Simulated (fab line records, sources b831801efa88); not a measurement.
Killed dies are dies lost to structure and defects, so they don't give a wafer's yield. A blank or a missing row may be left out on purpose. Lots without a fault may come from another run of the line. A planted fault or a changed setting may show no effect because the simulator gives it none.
fab line records | flow gf180mcu
record lots=7 wafers=21 last_day=34
route steps=602 shown V4@499 MIM@503
lots that met no fault: from a run of the same line without faults
start_h: hours from the record's first day to the start of the lot's first wafer shown | wait_h: hours since the lot's step before | " the same as in the row above | L1.1+2: a row that stands for several wafers | - no value, or no start given | * or withheld: withheld | < > ~ a bound
route shown NAME@n: a module of which the file shows steps, and the number in the route of the first | usual: mean/standard deviation of fault-free wafers | same: alike in all rows | chamber/n: place in a boat | sites: the reading at each site | _std_site: their standard deviation | _edge_site: outer sites' mean less inner sites' | radius_mm: how far each site lies from the wafer's centre | mask NAME#n: copy n | behind: the tool/chamber that last shaped the wafer | hold: why the lot was held/for how many hours/how that ended | device: the transistor (n, p or np) that didn't switch | end of line: the same wafers' tests at the end of the route | a step without rows: its recipe alone | killed: dies lost to structure and defects at the first sort, not the wafer's yield | map: a wafer's dies, x killed, . not, _ none there
set.NAME: the setting as run; set.NAME@STEP: as run at that earlier step | model.NAME: the simulator's own value behind a step, which no gauge read
lots at some steps of the route; a table a step, a row a wafer
services: from which hour (start_h, from the record's first day; less than 0 if before it) a tool's chamber was out of use, for how many hours, and why
## steps
# step GF_V4_CVD_23
# recipe material=W target_thk_nm=350 time_s=104.9 temp_c=400 pressure_torr=40
# usual heater_power_w=788/110
# columns lot.wafer tool chamber start_h wait_h heater_power_w
L760.2 cvd_w-02 0 664.10 0.0 708
L760.3 " 1 " " 987
L760.4 " 0 " " 717
L761.2 cvd_w-01 0 672.62 0.0 709
L761.3 " 1 " " 753
L761.6 " 0 " " 721
L762.1 cvd_w-02 0 676.21 0.0 720
L762.3 " 1 " " 940
L762.6 " 0 " " 730
L765.1 cvd_w-02 1 693.87 0.0 1004
L765.2 " 0 " " 698
L765.4 " 1 " " 993
L768.3 cvd_w-01 1 711.82 0.1 758
L768.4 " 0 " " 738
L768.5 " 1 " " 722
L769.2 cvd_w-01 1 720.11 0.0 742
L769.4 " 0 " " 730
L769.5 " 0 " " 741
L770.2 cvd_w-02 1 725.91 0.0 1007
L770.3 " 0 " " 721
L770.6 " 0 " " 716
# step GF_V4_RS_MEAS_24
# recipe thk_meas_gauge=four-point-probe reads=W_of_V4_CVD_23+TiN_of_V4_SPUTTER_22+Ti_of_V4_SPUTTER_21
# usual V4_W_RS=0.329/0.0051
# columns lot.wafer tool chamber start_h wait_h V4_W_RS[ohm/sq]
L760.2 film_metro-04 - 664.24 0.1 0.329
L760.3 " - " " 0.328
L760.4 " - " " 0.330
L761.2 film_metro-02 - 672.75 0.1 0.324
L761.3 " - " " 0.327
L761.6 " - " " 0.323
L762.1 film_metro-01 - 676.32 0.1 0.330
L762.3 " - " " 0.331
L762.6 " - " " 0.333
L765.1 film_metro-02 - 693.98 0.1 0.334
L765.2 " - " " 0.334
L765.4 " - " " 0.340
L768.3 film_metro-02 - 711.94 0.1 0.328
L768.4 " - " " 0.324
L768.5 " - " " 0.328
L769.2 film_metro-04 - 720.24 0.1 0.325
L769.4 " - " " 0.324
L769.5 " - " " 0.324
L770.2 film_metro-01 - 726.04 0.1 0.335
L770.3 " - " " 0.338
L770.6 " - " " 0.332
# step GF_V4_THK_MEAS_25
# recipe thk_meas_gauge=xrf reads=W_of_V4_CVD_23
# usual V4_W_THK=345/6.3
# columns lot.wafer tool chamber start_h wait_h V4_W_THK[nm]
L760.2 film_metro-04 - 664.35 0.1 342
L760.3 " - " " 345
L760.4 " - " " 342
L761.2 film_metro-02 - 672.86 0.1 353
L761.3 " - " " 349
L761.6 " - " " 357
L762.1 film_metro-01 - 676.44 0.1 337
L762.3 " - " " 337
L762.6 " - " " 334
L765.1 film_metro-02 - 694.10 0.1 343
L765.2 " - " " 342
L765.4 " - " " 340
L768.3 film_metro-02 - 712.04 0.1 350
L768.4 " - " " 354
L768.5 " - " " 352
L769.2 film_metro-04 - 720.35 0.1 344
L769.4 " - " " 345
L769.5 " - " " 347
L770.2 film_metro-01 - 726.15 0.1 341
L770.3 " - " " 338
L770.6 " - " " 348
# step GF_V4_CMP_26
# recipe stop_on=SiO2 down_force_psi=3.5 platen_rpm=60 t_overpolish_s=15 target_thk_nm=0 pad_velocity_m_s=0.94248
# step GF_MIM_SPUTTER_00
# recipe material=Ti target_thk_nm=37.5 arriving_ion_energy_ev=80 substrate_temp_c=200 chamber_pressure_pa=2 power_w=4000 time_s=150
# usual cathode_dc_power_W=4000.1/0.73 chamber_pressure_pa=2.000/0.004 throttle_valve_pct=29.8/1.1
# columns lot.wafer tool chamber start_h wait_h cathode_dc_power_W chamber_pressure_pa throttle_valve_pct
L760.2 pvd_sputter-04 - 664.70 0.1 3999.9 2.003 29.0
L760.3 " - " " 4000.5 1.997 28.6
L760.4 " - " " 4000.2 2.002 28.6
L761.2 pvd_sputter-02 - 673.21 0.1 4000.2 1.998 31.1
L761.3 " - " " 3999.5 1.993 31.6
L761.6 " - " " 4000.0 1.998 31.9
L762.1 pvd_sputter-02 - 676.80 0.1 3998.8 2.001 30.1
L762.3 " - " " 4000.4 1.997 29.3
L762.6 " - " " 3999.7 2.002 31.1
L765.1 pvd_sputter-01 - 694.46 0.1 4000.9 2.001 29.9
L765.2 " - " " 4000.0 2.002 29.3
L765.4 " - " " 4000.1 1.996 31.3
L768.3 pvd_sputter-04 - 712.74 0.2 4000.6 2.008 28.9
L768.4 " - " " 4000.6 2.001 28.6
L768.5 " - " " 4000.8 2.002 30.4
L769.2 pvd_sputter-04 - 720.93 0.2 3999.6 2.004 28.6
L769.4 " - " " 3999.6 2.000 28.5
L769.5 " - " " 3999.6 2.002 28.5
L770.2 pvd_sputter-01 - 726.73 0.2 4000.7 1.998 30.1
L770.3 " - " " 3999.4 1.999 30.3
L770.6 " - " " 3999.9 2.003 30.1
# step GF_MIM_SPUTTER_01
# recipe material=TiN target_thk_nm=30 power_w=6500 time_s=25 chamber_pressure_pa=0.4
# step GF_MIM_SPUTTER_02
# recipe material=AlCu target_thk_nm=450 power_w=10600 time_s=23.9 chamber_pressure_pa=0.4
# usual cathode_dc_power_W=10600/1.9 chamber_pressure_pa=0.4000/0.00079 throttle_valve_pct=29.8/1.1
# columns lot.wafer tool chamber start_h wait_h cathode_dc_power_W chamber_pressure_pa throttle_valve_pct
L760.2 pvd_sputter-04 - 664.83 0.0 10604 0.4012 29.0
L760.3 " - " " 10600 0.3994 28.4
L760.4 " - " " 10596 0.4001 28.5
L761.2 pvd_sputter-02 - 673.34 0.0 10602 0.4006 30.8
L761.3 " - " " 10601 0.3998 31.7
L761.6 " - " " 10600 0.4007 31.8
L762.1 pvd_sputter-02 - 676.93 0.0 10602 0.4002 29.9
L762.3 " - " " 10599 0.4008 29.3
L762.6 " - " " 10597 0.4007 30.7
L765.1 pvd_sputter-01 - 694.59 0.0 10601 0.4006 29.9
L765.2 " - " " 10603 0.4004 29.2
L765.4 " - " " 10602 0.4004 31.4
L768.3 pvd_sputter-04 - 712.87 0.0 10601 0.4001 28.7
L768.4 " - " " 10605 0.4005 28.7
L768.5 " - " " 10600 0.4006 30.4
L769.2 pvd_sputter-04 - 721.06 0.0 10599 0.4004 28.8
L769.4 " - " " 10603 0.3995 28.3
L769.5 " - " " 10600 0.3995 28.2
L770.2 pvd_sputter-01 - 726.86 0.0 10600 0.3987 29.9
L770.3 " - " " 10602 0.3994 30.4
L770.6 " - " " 10600 0.3993 30.6
# step GF_MIM_SPUTTER_03
# recipe material=Ti target_thk_nm=10 substrate_temp_c=300 chamber_pressure_pa=0.3 power_w=3000 time_s=6.7
# step GF_MIM_SPUTTER_04
# recipe material=TiN target_thk_nm=50 power_w=6500 time_s=41.7 chamber_pressure_pa=0.4
# usual cathode_dc_power_W=6500.0/1.3 chamber_pressure_pa=0.4001/0.00084 throttle_valve_pct=29.8/1.1
# columns lot.wafer tool chamber start_h wait_h cathode_dc_power_W chamber_pressure_pa throttle_valve_pct
L760.2 pvd_sputter-04 - 664.88 0.0 6499.1 0.3992 28.9
L760.3 " - " " 6499.9 0.3995 28.5
L760.4 " - " " 6497.8 0.4000 28.5
L761.2 pvd_sputter-02 - 673.39 0.0 6498.6 0.4002 30.6
L761.3 " - " " 6499.8 0.4009 31.7
L761.6 " - " " 6500.7 0.3998 31.6
L762.1 pvd_sputter-02 - 676.98 0.0 6499.1 0.4000 29.9
L762.3 " - " " 6500.9 0.3994 29.3
L762.6 " - " " 6499.9 0.3990 31.0
L765.1 pvd_sputter-01 - 694.64 0.0 6501.7 0.4011 29.9
L765.2 " - " " 6500.1 0.4002 29.5
L765.4 " - " " 6501.6 0.4007 31.5
L768.3 pvd_sputter-04 - 712.92 0.0 6500.1 0.4009 29.0
L768.4 " - " " 6500.3 0.3999 28.7
L768.5 " - " " 6499.7 0.4003 30.2
L769.2 pvd_sputter-04 - 721.11 0.0 6498.9 0.3995 28.5
L769.4 " - " " 6499.2 0.4002 28.4
L769.5 " - " " 6497.7 0.4003 28.5
L770.2 pvd_sputter-01 - 726.91 0.0 6499.4 0.4000 30.1
L770.3 " - " " 6501.8 0.4006 30.1
L770.6 " - " " 6499.2 0.4002 30.2
# step GF_MIM_CVD_05
# recipe material=Si3N4 target_thk_nm=42 temp_max_c=400 temp_c=385 time_s=29.086 rf_w=450
# usual heater_power_w=642/76
# columns lot.wafer tool chamber start_h wait_h heater_power_w
L760.2 pecvd-02 0 664.92 0.0 911
L760.3 " 2 " " 760
L760.4 " 2 " " 742
L761.2 pecvd-01 2 673.43 0.0 641
L761.3 " 1 " " 566
L761.6 " 0 " " 573
L762.1 pecvd-04 1 677.02 0.0 593
L762.3 " 2 " " 812
L762.6 " 2 " " 803
L765.1 pecvd-01 2 694.68 0.0 707
L765.2 " 0 " " 611
L765.4 " 2 " " 723
L768.3 pecvd-01 0 712.96 0.0 556
L768.4 " 1 " " 621
L768.5 " 2 " " 694
L769.2 pecvd-02 2 721.15 0.0 613
L769.4 " 1 " " 595
L769.5 " 0 " " 805
L770.2 pecvd-01 0 726.95 0.0 576
L770.3 " 2 " " 632
L770.6 " 1 " " 597
# step GF_MIM_THK_MEAS_06
# recipe reads=Si3N4_of_MIM_CVD_05
# usual MIM_CVD_05_THK=42.2/0.48
# columns lot.wafer tool chamber start_h wait_h MIM_CVD_05_THK[nm]
L760.2 film_metro-03 - 664.96 0.0 41.1
L760.3 " - " " 41.6
L760.4 " - " " 42.6
L761.2 film_metro-03 - 673.47 0.0 41.4
L761.3 " - " " 41.4
L761.6 " - " " 42.3
L762.1 film_metro-02 - 677.05 0.0 41.1
L762.3 " - " " 41.8
L762.6 " - " " 42.2
L765.1 film_metro-02 - 694.71 0.0 41.8
L765.2 " - " " 41.8
L765.4 " - " " 42.0
L768.3 film_metro-02 - 713.03 0.1 41.7
L768.4 " - " " 42.5
L768.5 " - " " 42.7
L769.2 film_metro-03 - 721.19 0.0 41.9
L769.4 " - " " 43.0
L769.5 " - " " 42.6
L770.2 film_metro-04 - 726.99 0.0 42.3
L770.3 " - " " 41.0
L770.6 " - " " 42.7
# step GF_MIM_SPUTTER_07
# recipe material=TiN target_thk_nm=60 power_w=6500 time_s=50 chamber_pressure_pa=0.4
# step GF_MIM_SPUTTER_08
# recipe material=AlCu target_thk_nm=200 power_w=10600 time_s=10.6 chamber_pressure_pa=0.4
# usual cathode_dc_power_W=10600/1.8 chamber_pressure_pa=0.4001/0.00074 throttle_valve_pct=29.9/1.1
# columns lot.wafer tool chamber start_h wait_h cathode_dc_power_W chamber_pressure_pa throttle_valve_pct
L760.2 pvd_sputter-01 - 665.05 0.0 - - -
L760.3 " - " " - - -
L760.4 " - " " - - -
L761.2 pvd_sputter-04 - 673.57 0.0 - - -
L761.3 " - " " - - -
L761.6 " - " " - - -
L762.1 pvd_sputter-04 - 677.16 0.0 - - -
L762.3 " - " " - - -
L762.6 " - " " - - -
L765.1 pvd_sputter-02 - 694.82 0.0 10603 0.3999 32.0
L765.2 " - " " 10601 0.4003 29.2
L765.4 " - " " 10600 0.4011 30.9
L768.3 pvd_sputter-01 - 713.12 0.0 10605 0.3994 31.4
L768.4 " - " " 10600 0.4000 30.3
L768.5 " - " " 10603 0.4002 29.8
L769.2 pvd_sputter-01 - 721.28 0.0 10597 0.3999 30.0
L769.4 " - " " 10600 0.3987 31.5
L769.5 " - " " 10597 0.3998 29.6
L770.2 pvd_sputter-04 - 727.09 0.0 10598 0.3992 30.3
L770.3 " - " " 10600 0.4004 28.9
L770.6 " - " " 10602 0.4001 28.8
# step GF_MIM_SPUTTER_09
# recipe material=TiN target_thk_nm=35 power_w=6717 time_s=29.2 chamber_pressure_pa=0.4
# step GF_MIM_RS_MEAS_10
# recipe thk_meas_gauge=four-point-probe reads=TiN_of_MIM_SPUTTER_09+AlCu_of_MIM_SPUTTER_08+TiN_of_MIM_SPUTTER_07
# usual MIM_ALCU_RS=0.1606/0.0018
# columns lot.wafer tool chamber start_h wait_h hold MIM_ALCU_RS[ohm/sq]
L760.2 film_metro-02 - 665.13 0.0 await_dispo/0.2h/release 9.1298
L760.3 " - " " await_dispo/0.2h/release 9.1083
L760.4 " - " " await_dispo/0.2h/release 9.1499
L760.2 film_metro-02 - 665.42 0.3 - 9.1371
L760.3 " - " " - 9.1022
L760.4 " - " " - 9.1539
L761.2 film_metro-02 - 673.64 0.0 await_dispo/0.2h/release 9.3047
L761.3 " - " " await_dispo/0.2h/release 9.4281
L761.6 " - " " await_dispo/0.2h/release 9.3107
L761.2 film_metro-02 - 673.93 0.3 - 9.2896
L761.3 " - " " - 9.4241
L761.6 " - " " - 9.3022
L762.1 film_metro-03 - 677.21 0.0 await_dispo/0.2h/release 8.9987
L762.3 " - " " await_dispo/0.2h/release 9.1406
L762.6 " - " " await_dispo/0.2h/release 9.2399
L762.1 film_metro-03 - 677.50 0.3 - 8.9937
L762.3 " - " " - 9.1352
L762.6 " - " " - 9.2225
L765.1 film_metro-04 - 694.87 0.0 - 0.1624
L765.2 " - " " - 0.1658
L765.4 " - " " - 0.1615
L768.3 film_metro-04 - 713.21 0.1 - 0.1588
L768.4 " - " " - 0.1584
L768.5 " - " " - 0.1588
L769.2 film_metro-04 - 721.36 0.0 - 0.1603
L769.4 " - " " - 0.1608
L769.5 " - " " - 0.1612
L770.2 film_metro-02 - 727.16 0.0 - 0.1591
L770.3 " - " " - 0.1582
L770.6 " - " " - 0.1591
## services
# columns tool chamber start_h hours kind
pecvd-04 - 648.91 1.3 repair
cvd_w-01 1 654.34 14.7 repair
pvd_sputter-02 - 661.49 9.6 repair
pecvd-02 1 665.18 6.3 repair
pvd_sputter-02 3 681.24 - consumable_replace:kit
pvd_sputter-02 3 681.24 18.0 scheduled_down
pvd_sputter-02 3 681.24 18.0 vent_cycle
cvd_w-01 - 687.62 6.0 pm
pvd_sputter-02 - 715.19 6.6 repair
## key
first_sign step=GF_MIM_SPUTTER_08 reading=tool_record direction=missing
effect step=GF_MIM_RS_MEAS_10 reading=visit direction=added
effect step=GF_MIM_RS_MEAS_10 reading=MIM_ALCU_RS direction=up sigmas=99+ usual=0.1606 struck=9.2012
met_at GF_MIM_SPUTTER_08
struck_wafers L760.2,L760.3,L760.4,L761.2,L761.3,L761.6,L762.1,L762.3,L762.6
scrapped_behind GF_MIM_RS_MEAS_10 L760.2,L760.3,L760.4,L761.2,L761.3,L761.6,L762.1,L762.3,L762.6
fault kind=skipped_step_whole tool=pvd_sputter-01,pvd_sputter-04 chamber=- onset_h=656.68 steps=GF_MIM_SPUTTER_08 scope=struck_lots_only
